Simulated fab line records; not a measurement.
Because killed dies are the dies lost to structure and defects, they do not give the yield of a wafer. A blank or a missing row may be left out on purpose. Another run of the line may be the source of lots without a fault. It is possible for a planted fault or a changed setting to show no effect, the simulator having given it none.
Which of the tools did it? / flow sfq-line / 21 wafers from 7 lots sampled at 4 of the route's 325 steps

== WHAT THE GAUGES READ, wafer by wafer ==
SFQ_I7_OVL_MEAS_947.
lot=L689; measured=day 77 03:45; on=overlay-01; I7_OVL (nm)=7 0 3
lot=L691; measured=day 78 17:41; on=overlay-01; I7_OVL (nm)=5 -1 -9
lot=L693; measured=day 79 03:17; on=overlay-01; I7_OVL (nm)=7 2 7
lot=L695; measured=day 81 04:20; on=overlay-02; I7_OVL (nm)=6 2 1
lot=L705; measured=day 82 18:44; on=overlay-02; I7_OVL (nm)=0 -4 9
lot=L708; measured=day 83 09:37; on=overlay-01; I7_OVL (nm)=1 1 -2
lot=L710; measured=day 87 03:42; on=overlay-01; I7_OVL (nm)=5 3 6

== EACH LOT AND THE TOOL THAT RAN IT (in order: tool; ch and the chambers of the sampled wafers; start) ==
lot=L689; SFQ_TRILAYER_I5_STRIP_STRIP_148=rie-metal-02 ch 0,1, day 60 17:40; SFQ_TRILAYER_I7_CMP_CMP_184=cmp-01 ch 0,1,3, day 73 03:44; SFQ_TRILAYER_I7_METRO_MEASURE_185=film-metro-01, day 73 05:52
lot=L691; SFQ_TRILAYER_I5_STRIP_STRIP_148=rie-metal-03 ch 0,1, day 63 17:55; SFQ_TRILAYER_I7_CMP_CMP_184=cmp-02 ch 0,1,2, day 74 23:16; SFQ_TRILAYER_I7_METRO_MEASURE_185=film-metro-03, day 75 01:53
lot=L693; SFQ_TRILAYER_I5_STRIP_STRIP_148=rie-metal-02 ch 1, day 68 16:37; SFQ_TRILAYER_I7_CMP_CMP_184=cmp-01 ch 0,1,3, day 75 02:49; SFQ_TRILAYER_I7_METRO_MEASURE_185=film-metro-01, day 75 05:50
lot=L695; SFQ_TRILAYER_I5_STRIP_STRIP_148=rie-metal-03 ch 1, day 70 19:49; SFQ_TRILAYER_I7_CMP_CMP_184=cmp-02 ch 0,2,3, day 76 08:17; SFQ_TRILAYER_I7_METRO_MEASURE_185=film-metro-01, day 76 11:07
lot=L705; SFQ_TRILAYER_I5_STRIP_STRIP_148=rie-metal-04 ch 0,1, day 72 19:46; SFQ_TRILAYER_I7_CMP_CMP_184=cmp-01 ch 0,3, day 78 02:50; SFQ_TRILAYER_I7_METRO_MEASURE_185=film-metro-04, day 78 05:28
lot=L708; SFQ_TRILAYER_I5_STRIP_STRIP_148=rie-metal-02 ch 0,1, day 73 16:25; SFQ_TRILAYER_I7_CMP_CMP_184=cmp-02 ch 0,2, day 83 03:02; SFQ_TRILAYER_I7_METRO_MEASURE_185=film-metro-03, day 83 06:10
lot=L710; SFQ_TRILAYER_I5_STRIP_STRIP_148=rie-metal-02 ch 0, day 74 01:13; SFQ_TRILAYER_I7_CMP_CMP_184=cmp-01 ch 0,2,3, day 86 15:16; SFQ_TRILAYER_I7_METRO_MEASURE_185=film-metro-04, day 86 18:17
- SFQ_TRILAYER_I5_STRIP_STRIP_148: strips in O2.
- SFQ_TRILAYER_I7_CMP_CMP_184: polishes SiO2.
- SFQ_TRILAYER_I7_METRO_MEASURE_185

== THE ANSWER, worked out from the rows above alone ==
Rule: what is usual is taken from the lots themselves. The widest of any qualifying gaps counts: lots, ordered by their means at a reading, are off when they make up no more than a third of the lots, leave a main group of 4 or more, and stand apart from it by 3 or more times the standard deviation of that group's means. If all means in a main group match to the digits the tables above print for the reading, that group is not used. Also off: a lot with no number at a reading for which 4 or more lots have one. All remaining lots with rows at the step are treated as sound.
No lot is off on any of the readings shown, so nothing can be concluded from this.

== WHAT WAS PUT IN BY THE SIMULATOR ==
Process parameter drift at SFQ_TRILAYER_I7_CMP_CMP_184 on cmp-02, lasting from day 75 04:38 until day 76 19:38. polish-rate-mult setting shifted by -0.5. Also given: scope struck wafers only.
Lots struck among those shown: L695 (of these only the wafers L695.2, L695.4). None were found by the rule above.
